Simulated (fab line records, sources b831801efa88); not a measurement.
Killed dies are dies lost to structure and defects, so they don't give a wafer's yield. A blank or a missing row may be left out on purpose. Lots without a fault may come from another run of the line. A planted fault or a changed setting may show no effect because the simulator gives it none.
Tool commonality check | flow gf180mcu | 12 lots, 36 wafers sampled

WHY IT WAS OPENED
At GF_STI_THK_MEAS_02 the reading STI_OXIDATION_THK is flagged on 2 of 12 lots. Wafers without a fault read 9.97 nm, standard deviation 0.22.
Rule: a lot is flagged when every wafer of it that has a number lies more than 4 standard deviations from that mean, or none has a number. The other lots count as sound.

lot  | measured    | on            | STI_OXIDATION_THK (nm), wafer by wafer | flag
L750 | day 1 11:31 | film_metro-03 | 9.98 10.00 9.88                        |
L751 | day 1 16:31 | film_metro-02 | 9.94 9.83 9.77                         |
L753 | day 2 02:31 | film_metro-02 | 9.43 9.55 9.55                         |
L754 | day 2 07:31 | film_metro-04 | 10.06 10.29 10.27                      |
L757 | day 2 22:31 | film_metro-04 | 13.10 13.04 13.08                      | FLAGGED
L759 | day 3 08:31 | film_metro-02 | 13.10 13.06 13.00                      | FLAGGED
L764 | day 4 10:37 | film_metro-03 | 10.13 10.09 10.02                      |
L766 | day 4 20:05 | film_metro-04 | 10.21 10.13 10.27                      |
L769 | day 5 10:31 | film_metro-03 | 9.96 9.93 10.12                        |
L771 | day 5 21:09 | film_metro-03 | 10.41 10.63 10.56                      |
L772 | day 6 02:26 | film_metro-03 | 10.12 10.13 10.03                      |
L773 | day 6 06:32 | film_metro-02 | 10.02 10.02 10.22                      |
The numbers of the flagged lots are 13.06 nm on average: +3.09 nm against the usual, or +14 standard deviations.

WHICH TOOL RAN EACH LOT
The record holds 1 process step before the reading, out of a route of 602 steps. In each cell: the tool, then ch and the chambers that the sampled wafers went through, then the start.
lot  | flag    | GF_STI_OXIDATION_01
L750 |         | furnace-02 ch 0, day 1 10:07
L751 |         | furnace-01 ch 0, day 1 15:07
L753 |         | furnace-01 ch 0, day 2 01:07
L754 |         | furnace-02 ch 0, day 2 06:07
L757 | FLAGGED | furnace-01 ch 0, day 2 21:07
L759 | FLAGGED | furnace-01 ch 0, day 3 07:07
L764 |         | furnace-02 ch 0, day 4 09:12
L766 |         | furnace-02 ch 0, day 4 18:42
L769 |         | furnace-02 ch 0, day 5 09:07
L771 |         | furnace-02 ch 0, day 5 19:45
L772 |         | furnace-01 ch 0, day 6 01:02
L773 |         | furnace-01 ch 0, day 6 05:08
What these steps do:
- GF_STI_OXIDATION_01: stabilise 600 s, purge 300 s, target thk 10 nm.
- GF_STI_THK_MEAS_02

FLAGGED OVER TOTAL, TOOL BY TOOL (the gauges that took the reading come last)
step                | tool          | lots run | flagged | share of the flagged lots | sound lots run after its first flagged lot
GF_STI_OXIDATION_01 | furnace-01    | 6        | 2       | all                       | 2 (L772,L773)
GF_STI_OXIDATION_01 | furnace-02    | 6        | 0       | none                      | -
GF_STI_THK_MEAS_02  | film_metro-02 | 4        | 1       | some                      | 1 (L773)
GF_STI_THK_MEAS_02  | film_metro-03 | 5        | 0       | none                      | -
GF_STI_THK_MEAS_02  | film_metro-04 | 3        | 1       | some                      | 1 (L766)

WHAT THE TABLE ALLOWS
1 row of the table ran every flagged lot: furnace-01 at GF_STI_OXIDATION_01.
- furnace-01 at GF_STI_OXIDATION_01: 2 of its 6 lots flagged. Sound lots ran on it after the first flagged one (L772, L773), which a lasting fault on the whole tool wouldn't allow.
No row of the table ran every flagged lot and no sound lot after the first.

WHAT THE SIMULATOR HAD PUT IN
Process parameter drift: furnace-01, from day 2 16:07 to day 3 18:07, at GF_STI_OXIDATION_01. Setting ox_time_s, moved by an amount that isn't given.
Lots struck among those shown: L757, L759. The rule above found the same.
